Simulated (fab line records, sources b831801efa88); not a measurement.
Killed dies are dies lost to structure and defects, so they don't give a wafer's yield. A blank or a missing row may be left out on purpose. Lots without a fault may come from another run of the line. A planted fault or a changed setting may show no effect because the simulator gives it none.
Problem report in the 8D (eight disciplines) form, filled by code | flow sfq_line | the parts of the form that need people (team, actions taken, sign-off) are left out

1. THE PROBLEM
oes_product_au at SFQ_TRILAYER_L0_VIA_ETCH_VIA_ETCH_016 reads a mean of 0.704 a.u. on 4 wafers of 3 lots; wafers without a fault read 0.844 a.u. with a standard deviation of 0.0073. That is -19 standard deviations from the usual mean.
The step: etches SiO2 in CHF3, stops on MoNx KI, target depth 80 nm.
First seen on wafer L736.3, day 10 01:02, on rie_diel-02. The record holds 45 wafers of 15 lots with a number at this step. Rule for "out", or "out of limits": more than 4 standard deviations from the usual mean. The other wafers with a number count as sound.

2. WHAT IT IS AND WHAT IT IS NOT
question                    | is                             | is not
which readings at this step | oes_product_au                 | bias_w, drypump_motor_current_A
which lots                  | L736, L739, L740               | L727, L728, L730, L731, L732, L733, L735, L744, L745, L746, L749, L750
which wafers of those lots  | L736.3, L739.3, L740.2, L740.3 | L736.1, L736.6, L739.5, L739.6, L740.4
read on which tools         | rie_diel-02, rie_diel-03       | rie_diel-04
when                        | from day 10 01:02              | up to then (23 sound wafers); but 18 sound wafers of L739, L740, L744, L745, L746, L749, L750 came after

3. SUSPECTS, AND WHAT RULES EACH OUT
Counting: a tool at a process step up to the reading stays a suspect if it ran every lot that is out. Sound lots after the first of them don't rule it out here, since some wafers of a struck lot are sound.
- pecvd-03 at SFQ_TRILAYER_L0_CAP_PECVD_011 (deposits SiO2 from SiH4/N2O, time 13.333 s, target thk 60 nm): kept. It ran every lot that is out, first L736 (day 6 09:22); its last sound lot up to then is L735 (day 6 06:16).
Left after counting: pecvd-03 at SFQ_TRILAYER_L0_CAP_PECVD_011.

4. THE CAUSE (what the simulator had put in)
Process parameter drift: pecvd-03, from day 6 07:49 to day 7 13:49, at SFQ_TRILAYER_L0_CAP_PECVD_011. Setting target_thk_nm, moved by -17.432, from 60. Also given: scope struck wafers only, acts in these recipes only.
Counting left only this tool.

5. THE CHAIN OF EFFECTS, in route order
Each row: a reading whose mean over the struck wafers that have a number lies more than 3 standard deviations from the usual. Only readings for which the record gives a usual standard deviation are gone through. hours: the time from each lot's start at the first step in this table that gives one to its start at this step, as a median over the lots. sigmas: the change in usual standard deviations.
hours | step                                  | reading        | usual      | on struck wafers | change | sigmas
0     | SFQ_TRILAYER_L0_VIA_ETCH_VIA_ETCH_016 | oes_product_au | 0.844 a.u. | 0.704            | -0.140 | -19
The process steps in it:
- SFQ_TRILAYER_L0_VIA_ETCH_VIA_ETCH_016: etches SiO2 in CHF3, stops on MoNx KI, target depth 80 nm.
Later measuring or inspecting steps at which every struck wafer that the step has a row for has a number for every such reading, and none has moved that far: SFQ_I1_BOW_MEAS_912, SFQ_I3_BOW_MEAS_922.

6. WHAT WOULD HAVE CAUGHT IT SOONER
In this record the first reading out of limits was taken at day 10 01:02, 89 hours after the fault began at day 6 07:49.
Of the tool readings at SFQ_TRILAYER_L0_CAP_PECVD_011 for which the record gives a usual standard deviation, none was out on any struck wafer, so an alarm limit of 4 standard deviations on them would not have fired.
All the lots that are out (3) had begun SFQ_TRILAYER_L0_CAP_PECVD_011 on pecvd-03 by day 10 01:02. A hold on the tool at that time would have spared none of them.
